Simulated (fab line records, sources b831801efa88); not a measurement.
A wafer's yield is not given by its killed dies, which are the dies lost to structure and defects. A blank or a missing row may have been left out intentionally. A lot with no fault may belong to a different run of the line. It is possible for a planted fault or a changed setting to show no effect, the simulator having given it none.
The same fault as seen by 2 desks -- flow sky130 -- every desk sees just its own numbers, and what lay behind them comes last

== THE METROLOGY DESK ==
Means of the sampled wafers that have a number, per lot and without regard to the tool the lot ran on: this is what the gauges read. The brackets show how far a lot's mean lies from the usual mean; more than 4 standard deviations puts the lot out of limits, marked OUT.
Columns: A = LI_CONTACT_HDPCVD_THK at SKY_LI_CONTACT_THK_MEAS_01, usual 933 nm; B = CONTACT_BOW at SKY_CONTACT_BOW_MEAS_05, usual 84 um; C = cd_nm at SKY_CONTACT_CD_MEAS_14, usual 169.6 nm
lot,first seen here,A,B,C
L246,day 29 01:25,931,86,169.4
L247,day 29 18:07,933,81,169.8
L251,day 31 00:40,935,85,169.1
L252,day 31 02:14,1080 (+17) OUT,92,168.1
L253,day 31 17:23,926,76,170.9
L254,day 32 02:45,928,77,168.0
L259,day 34 06:21,928,85,170.8
L261,day 35 01:02,939,83,168.6
L264,day 35 15:07,934,76,173.1
L265,day 35 22:41,940,81,172.0
L267,day 36 02:04,934,85,171.8
This desk reports L252 out of limits; the earliest was L252 at day 31 02:14 (LI_CONTACT_HDPCVD_THK at SKY_LI_CONTACT_THK_MEAS_01). Within limits: L246, L247, L251, L253, L254, L259, L261, L264, L265, L267.

== FOR THE TOOL OWNER'S DESK: hdpcvd-02 ==
The tool's own readings at SKY_LI_CONTACT_HDPCVD_00 (deposits PSG, target thk 930 nm, time 155 s): means of the sampled wafers that have a number, for each lot that ran on this tool. The brackets show how far a lot's mean lies from the usual mean; more than 4 standard deviations puts the lot out of limits, marked OUT.
Columns: A = run_length_s at SKY_LI_CONTACT_HDPCVD_00, usual 183.1 s
lot,first seen here,A
L247,day 29 17:59,183.7
L251,day 31 00:32,183.4
L252,day 31 02:07,207.6 (+36) OUT
L265,day 35 22:37,183.7
This desk's verdict: out of limits on L252, starting with L252 at day 31 02:07 (run_length_s at SKY_LI_CONTACT_HDPCVD_00). Within limits: L247, L251, L265.

== TAKEN TOGETHER ==
The tool owner's desk had the chance to raise an alarm at day 31 02:07 on L252.
The metrology desk could have raised an alarm at day 31 02:14, on L252.
SKY_LI_CONTACT_HDPCVD_00 was run on hdpcvd-02 by each of the lots named.

== WHAT THE SIMULATOR HAD INSERTED ==
hdpcvd-02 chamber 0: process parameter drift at SKY_LI_CONTACT_HDPCVD_00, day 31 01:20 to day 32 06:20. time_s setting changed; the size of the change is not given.
Struck lots among those shown: L252.
Delay (hours) between the fault's onset and each desk's first out-of-limits reading: 1 at the tool owner's desk, 1 at the metrology desk.
